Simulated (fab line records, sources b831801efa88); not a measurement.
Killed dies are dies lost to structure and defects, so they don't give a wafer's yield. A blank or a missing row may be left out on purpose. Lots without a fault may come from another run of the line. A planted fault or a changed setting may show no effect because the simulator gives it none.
A struck lot beside a sound one | flow sky130 | 30 steps out of a route of 708
Sound: wafers L214.2, L214.3, L214.5. Struck: wafers L207.2, L207.3, L207.6. The cause comes at the end.
At each step with rows: each side's tool, then ch and its chambers, then its first start. Under that, the readings that differ: sound wafers | struck wafers | difference of the means | sigmas: that difference in standard deviations of wafers without a fault.
alike: readings whose means differ by less than 2 such deviations, and words and numbers that are the same on both sides. not compared: withheld readings, readings that some wafer has no value for, bounds like >300 that may hide the same value, and numbers for which the record gives no deviation and whose values overlap.
The two part at a step that has a row with sigmas, a row that says differs or no value, or rows on one side only. Numbers that don't overlap but have no deviation are shown without sigmas and don't part them. A reading that every wafer of one side lacks parts them only if that side has two wafers or more.

first, 5 steps without rows for these wafers: SKY_SONOS_ONO_COAT_08 (resist thk 1140 nm); SKY_SONOS_ONO_SOFTBAKE_09 (time 60 s); SKY_SONOS_ONO_EXPOSE_10 (exposes mask ONOM, target cd 410 nm); SKY_SONOS_ONO_PEB_11; SKY_SONOS_ONO_DEVELOP_12 (develop time 60 s).
SKY_SONOS_ONO_CD_MEAS_13: target cd 410 nm.
  sound on cd_sem-01, day 19 02:44; struck on cd_sem-01, day 16 22:21
  alike: cd_nm
SKY_SONOS_ONO_OVL_MEAS_14:
  sound on overlay-01, day 19 02:51; struck on overlay-02, day 16 22:28
  alike: SONOS_ONO_OVL
SKY_SONOS_ONO_ETCH_15: etches the open film in CHF3/O2, target depth 19.52 nm, time 7.8 s.
  sound on rie_diel-04 ch 0,1,2, day 19 02:53; struck on rie_diel-02 ch 0,1, day 16 22:29
  alike: drypump_motor_current_A, oes_product_au, throttle_valve_pct
  not compared: rf_hours_counter_h
then, 1 step without rows for these wafers: SKY_SONOS_ONO_WET_ETCH_16 (etches SiO2 in dHF, target depth 14 nm, time 280 s).
SKY_SONOS_ONO_STRIP_17: strips in O2/N2.
  sound on plasma_asher-04 ch 0,1, day 19 02:59; struck on plasma_asher-01 ch 0,1, day 16 22:36
  alike: drypump_motor_current_A, n2_flow_sccm, oes_product_au, strip_time_to_endpoint_s
  not compared: rf_hours_counter_h
then, 2 steps without rows for these wafers: SKY_SONOS_ONO_WET_ETCH_18 (etches Si3N4 in H3PO4, target depth 15 nm, time 172 s); SKY_GATE_OXIDE_CLEAN_00 (cleans in SC1/SC2, time 150 s).
SKY_GATE_OXIDE_OXIDATION_01: stabilise 600 s, purge 300 s, target thk 10.268 nm.
  sound on furnace-01 ch 0, day 19 04:28; struck on furnace-02 ch 0, day 16 23:35
  reading                                           | sound             | struck               | difference | sigmas
  ox_time_s (s)                                     | 1473 1473 1473    | 662.85 662.85 662.85 | -810.15    |
  model.SiO2_of_GATE_OXIDE_OXIDATION_01.thk_nm (nm) | 10.54 10.49 10.48 | 5.7 5.766 6.015      | -4.7       |
  alike: spike_tc_centre_C
SKY_GATE_OXIDE_THK_MEAS_02:
  sound on film_metro-03, day 19 05:53; struck on film_metro-02, day 17 01:02
  reading                          | sound             | struck         | difference | sigmas
  GATE_OXIDE_OXIDATION_00_THK (nm) | 10.46 10.47 10.47 | 5.75 5.78 6.08 | -4.60      | -24
then, 7 steps without rows for these wafers: SKY_GATE_OXIDE_DEHYDRATE_03 (time 60 s); SKY_GATE_OXIDE_HMDS_04 (prime time 60 s); SKY_GATE_OXIDE_COAT_05 (resist thk 1140 nm); SKY_GATE_OXIDE_SOFTBAKE_06 (time 60 s); SKY_GATE_OXIDE_EXPOSE_07 (exposes mask LVOM, target cd 600 nm); SKY_GATE_OXIDE_PEB_08; SKY_GATE_OXIDE_DEVELOP_09 (develop time 60 s).
SKY_GATE_OXIDE_OVL_MEAS_10:
  sound on overlay-01, day 20 11:38; struck on overlay-02, day 18 05:35
  alike: GATE_OXIDE_OVL
then, 2 steps without rows for these wafers: SKY_GATE_OXIDE_IMPLANT_11; SKY_GATE_OXIDE_WET_ETCH_12 (etches SiO2 in dHF, target depth 16.8 nm, time 336 s).
SKY_GATE_OXIDE_STRIP_13: strips in O2/N2.
  sound on plasma_asher-04 ch 0,1, day 20 11:55; struck on plasma_asher-04 ch 0, day 18 05:52
  reading                      | sound             | struck            | difference | sigmas
  strip_time_to_endpoint_s (s) | 14.23 14.24 14.25 | 14.12 14.13 14.13 | -0.11      | -3
  alike: drypump_motor_current_A, n2_flow_sccm, oes_product_au
  not compared: rf_hours_counter_h
SKY_GATE_OXIDE_TW_MEAS_14:
  sound on film_metro-02, day 20 12:01; struck on film_metro-04, day 18 05:59
  alike: GATE_OXIDE_TW
then, 1 step without rows for these wafers: SKY_GATE_OXIDE_CLEAN_15 (cleans in SC1/SC2, time 150 s).
SKY_GATE_OXIDE_OXIDATION_16: stabilise 600 s, purge 300 s, target thk 3.57 nm.
  sound on furnace-02 ch 0, day 20 12:07; struck on furnace-01 ch 0, day 18 06:32
  reading                                           | sound             | struck           | difference | sigmas
  model.SiO2_of_GATE_OXIDE_OXIDATION_01.thk_nm (nm) | 11.85 11.78 11.78 | 7.46 7.507 7.753 | -4.23      |
  alike: ox_time_s, spike_tc_centre_C
then, 1 step without rows for these wafers: SKY_POLY_GATE_CVD_00 (deposits poly-Si, target thk 180 nm, time 720 s).
-- the record jumps here: 31 days lie between the struck wafers' starts before and after (it left off in module POLY_GATE and takes up again in module PAD_OPEN, whose first step shown is number 708 of the route) --
SKY_PAD_OPEN_PROBE_99:
  sound on prober-02, day 50 04:41; struck on prober-02, day 49 01:35
  reading                                | sound                         | struck                        | difference | sigmas
  model.etest.nfet_16v.r_on_ohm_um       | 1.436e+04 1.437e+04 1.428e+04 | 1.176e+04 1.184e+04 1.186e+04 | -2.517e+03 |
  model.etest.pfet_16v.r_on_ohm_um       | 1.534e+04 1.518e+04 1.488e+04 | 1.377e+04 1.353e+04 1.385e+04 | -1.417e+03 |
  model.etest.pfet_g5v0d10v5.r_on_ohm_um | 4754 4783 4814                | 3816 3884 3910                | -914       |
  model.etest.tip_sonos.rs_ohm_sq        | 2799 2741 2765                | 1994 1997 2040                | -758       |
  model.etest.nfet_g5v0d10v5.r_on_ohm_um | 1899 1902 1909                | 1492 1501 1532                | -395       |
  model.etest.nfet_g5v0d10v5.drive_ua_um | 591.8 592.7 592.7             | 912.4 905.3 875.7             | +305.4     |
  model.etest.nfet_05v0_nvt.drive_ua_um  | 566.9 569.1 563.1             | 831.2 823.3 797.6             | +251.0     |
  model.etest.tip_p.rs_ohm_sq            | 6880 6861 6856                | 6637 6676 6676                | -203       |
  alike: killed_at_M0_to_M3, killed_at_M4_up, killed_at_contacts, killed_at_front_end, killed_at_other, killed_dies, killed_open, killed_short

WHERE THEY PART
First at SKY_GATE_OXIDE_THK_MEAS_02; last, within this record, at SKY_GATE_OXIDE_STRIP_13. Later steps at which nothing parts them and some readings are alike: SKY_GATE_OXIDE_TW_MEAS_14, SKY_GATE_OXIDE_OXIDATION_16, SKY_PAD_OPEN_PROBE_99.

WHY: what the simulator had put in
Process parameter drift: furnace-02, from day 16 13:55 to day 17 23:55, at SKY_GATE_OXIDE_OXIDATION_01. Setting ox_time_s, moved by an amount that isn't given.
